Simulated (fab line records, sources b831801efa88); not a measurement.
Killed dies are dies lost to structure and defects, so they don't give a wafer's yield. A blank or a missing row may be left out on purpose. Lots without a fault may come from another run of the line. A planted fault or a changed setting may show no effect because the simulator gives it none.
A struck lot beside a sound one | flow gf180mcu | 19 steps out of a route of 602
Sound: wafers L740.1, L740.3, L740.5. Struck: wafers L756.1, L756.2, L756.6. The cause comes at the end.
At each step with rows: each side's tool, then ch and its chambers, then its first start. Under that, the readings that differ: sound wafers | struck wafers | difference of the means | sigmas: that difference in standard deviations of wafers without a fault.
alike: readings whose means differ by less than 2 such deviations, and words and numbers that are the same on both sides. not compared: withheld readings, readings that some wafer has no value for, bounds like >300 that may hide the same value, and numbers for which the record gives no deviation and whose values overlap.
The two part at a step that has a row with sigmas, a row that says differs or no value, or rows on one side only. Numbers that don't overlap but have no deviation are shown without sigmas and don't part them. A reading that every wafer of one side lacks parts them only if that side has two wafers or more.

first, 6 steps without rows for these wafers: GF_V3_ETCH_17 (etches SiO2 in C4F8/O2/Ar, stops on TiN, target depth 635 nm); GF_V3_STRIP_18 (strips in O2/N2); GF_V3_STRIP_19 (strips in post etch residue remover, time 1200 s); GF_V3_CLEAN_20 (cleans in DIW); GF_V3_SPUTTER_21 (material Ti, target thk 15 nm, time 80.02 s); GF_V3_SPUTTER_22 (material TiN, target thk 10 nm, time 40 s).
GF_V3_CVD_23: deposits W, target thk 350 nm, time 104.9 s.
  sound on cvd_w-01 ch 0,1, day 22 21:54; struck on cvd_w-01 ch 0,1, day 28 16:27
  alike: heater_power_w
GF_V3_RS_MEAS_24: measures by four-point-probe.
  sound on film_metro-01, day 22 22:01; struck on film_metro-03, day 28 16:34
  alike: V3_W_RS
GF_V3_THK_MEAS_25: measures by xrf.
  sound on film_metro-01, day 22 22:08; struck on film_metro-03, day 28 16:41
  alike: V3_W_THK
GF_V3_CMP_26: polishes, stops on SiO2, t overpolish 15 s, target thk 0 nm.
  sound on cmp-02 ch 1,2, day 22 22:14; struck on cmp-02 ch 1,2, day 28 16:47
  reading                      | sound             | struck            | difference | sigmas
  retaining_ring_pressure_frac | 1.007 1.011 1.001 | 0.996 0.984 0.996 | -0.014     | -3
  alike: motor_current_A, overpolish_run_s, time_to_endpoint_s
GF_M4_SPUTTER_00: material Ti, target thk 37.5 nm, time 150 s.
  sound on pvd_sputter-03, day 22 22:29; struck on pvd_sputter-03, day 28 17:02
  alike: substrate_temp_c, throttle_valve_pct
then, 1 step without rows for these wafers: GF_M4_SPUTTER_01 (material TiN, target thk 30 nm, time 25 s).
GF_M4_SPUTTER_02: material AlCu, target thk 450 nm, time 23.9 s.
  sound on pvd_sputter-03, day 22 22:37; struck on pvd_sputter-03, day 28 17:11
  reading                                 | sound             | struck            | difference | sigmas
  model.AlCu_of_M4_SPUTTER_02.thk_nm (nm) | 458.4 458.1 458.2 | 417.9 420.8 414.2 | -40.6      |
  alike: throttle_valve_pct
GF_M4_SPUTTER_03: material Ti, target thk 10 nm, time 6.7 s.
  sound on pvd_sputter-03, day 22 22:39; struck on pvd_sputter-03, day 28 17:13
  alike: substrate_temp_c, throttle_valve_pct
GF_M4_SPUTTER_04: material TiN, target thk 50 nm, time 41.7 s.
  sound on pvd_sputter-03, day 22 22:40; struck on pvd_sputter-03, day 28 17:14
  alike: throttle_valve_pct
GF_M4_RS_MEAS_05: measures by four-point-probe.
  sound on film_metro-03, day 22 22:43; struck on film_metro-03, day 28 17:16
  reading             | sound                | struck               | difference | sigmas
  M4_ALCU_RS (ohm/sq) | 0.0681 0.0683 0.0684 | 0.0748 0.0742 0.0753 | +0.0065    | +8
GF_M4_THK_MEAS_06: measures by xrf.
  sound on film_metro-03, day 22 22:50; struck on film_metro-03, day 28 17:23
  reading          | sound       | struck      | difference | sigmas
  M4_ALCU_THK (nm) | 449 450 448 | 412 412 409 | -38        | -8
then, 1 step without rows for these wafers: GF_M4_DEHYDRATE_07 (time 60 s).
-- the record jumps here: 6 days lie between the struck wafers' starts before and after (it left off in module M4 and takes up again in module PASSIVATION, whose first step shown is number 602 of the route) --
GF_PASSIVATION_PROBE_99:
  the record has rows for the struck wafers here (prober-01, day 34 06:52) and none for the sound ones

WHERE THEY PART
First at GF_V3_CMP_26; last, within this record, at GF_PASSIVATION_PROBE_99.

WHY: what the simulator had put in
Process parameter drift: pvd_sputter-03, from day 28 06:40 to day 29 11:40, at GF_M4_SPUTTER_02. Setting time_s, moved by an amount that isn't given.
